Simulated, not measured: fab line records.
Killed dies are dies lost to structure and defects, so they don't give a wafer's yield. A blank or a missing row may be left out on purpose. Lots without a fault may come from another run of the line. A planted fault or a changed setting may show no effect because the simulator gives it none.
Code-filled problem report in 8D (eight disciplines) form    flow gf180mcu    the parts of the form that need people (team, actions taken, sign-off) are left out

## 1. PROBLEM STATEMENT
Wafers without a fault read 85.6 s, standard deviation 2.8; time-to-endpoint-s at GF_V3_CMP_26 reads a mean of 49.4 s on 3 wafers belonging to 3 lots. Measured from the usual mean, that is -13 standard deviations.
The step: polishes, stops on SiO2, t overpolish 15 s, target thk 0 nm.
First seen on wafer L575.1, day 27 06:58, on cmp-01. The record has a number at this step for 39 wafers belonging to 14 lots. Rule for "out" (also "out of limits"): further than 4 standard deviations from the usual mean. The other wafers with a number count as sound.

## 2. WHAT IT IS, WHAT IT ISN'T
question                     is                      is not
which readings at this step  time-to-endpoint-s      edge-zone-pressure-frac, motor-current-A, overpolish-run-s
which lots                   L575, L576, L577        L561, L562, L563, L564, L565, L566, L567, L579, L581, L582, L584
which wafers of those lots   L575.1, L576.1, L577.1  L575.4, L576.4, L577.3
read on which tools          cmp-01                  cmp-02
when                         from day 27 06:58       up to then (22 sound wafers); but 14 sound wafers of L576, L577, L579, L581, L582, L584 came after

## 3. THE SUSPECTS, EACH WITH WHAT RULES IT OUT
Counting: if a tool at a process step up to the reading ran every lot that is out, it stays a suspect. Sound lots after the first of them don't rule it out here, since some wafers of a struck lot are sound.
- cmp-01 at GF_V3_CMP_26 (polishes, stops on SiO2, t overpolish 15 s, target thk 0 nm): kept. It ran every lot that is out, first L575 (day 27 06:58); its last sound lot up to then is L566 (day 24 02:15). Its own time-to-endpoint-s readings are out on those wafers.
Remaining after the count: cmp-01 at GF_V3_CMP_26.

## 4. THE CAUSE (what the simulator had put in)
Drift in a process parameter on cmp-01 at GF_V3_CMP_26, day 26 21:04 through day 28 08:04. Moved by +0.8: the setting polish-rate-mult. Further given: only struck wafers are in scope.
After counting, this tool was the only one left.

## 5. THE CHAIN OF EFFECTS, in route order
Rows list readings where the struck wafers' mean (over those with a number) sits beyond 3 standard deviations from the usual. Readings are gone through only where the record gives a usual standard deviation; hours: the median, over the lots, of the time from a lot's start at the first step in this table giving one to that lot's start at this step; sigmas: the change measured in usual standard deviations.
hours  step          reading             usual   on struck wafers  change  sigmas
0      GF_V3_CMP_26  time-to-endpoint-s  85.6 s  49.4              -36.2   -13
Here are the process steps it includes:
- GF_V3_CMP_26: polishes, stops on SiO2, t overpolish 15 s, target thk 0 nm.
Later measuring or inspecting steps at which every struck wafer that the step has a row for has a number for every such reading, and none has moved that far: GF_V4_CD_MEAS_14.

## 6. WHAT WOULD HAVE CAUGHT IT SOONER
10 hours passed between the start of the fault at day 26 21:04 and the first reading out of limits in this record, taken at day 27 06:58.
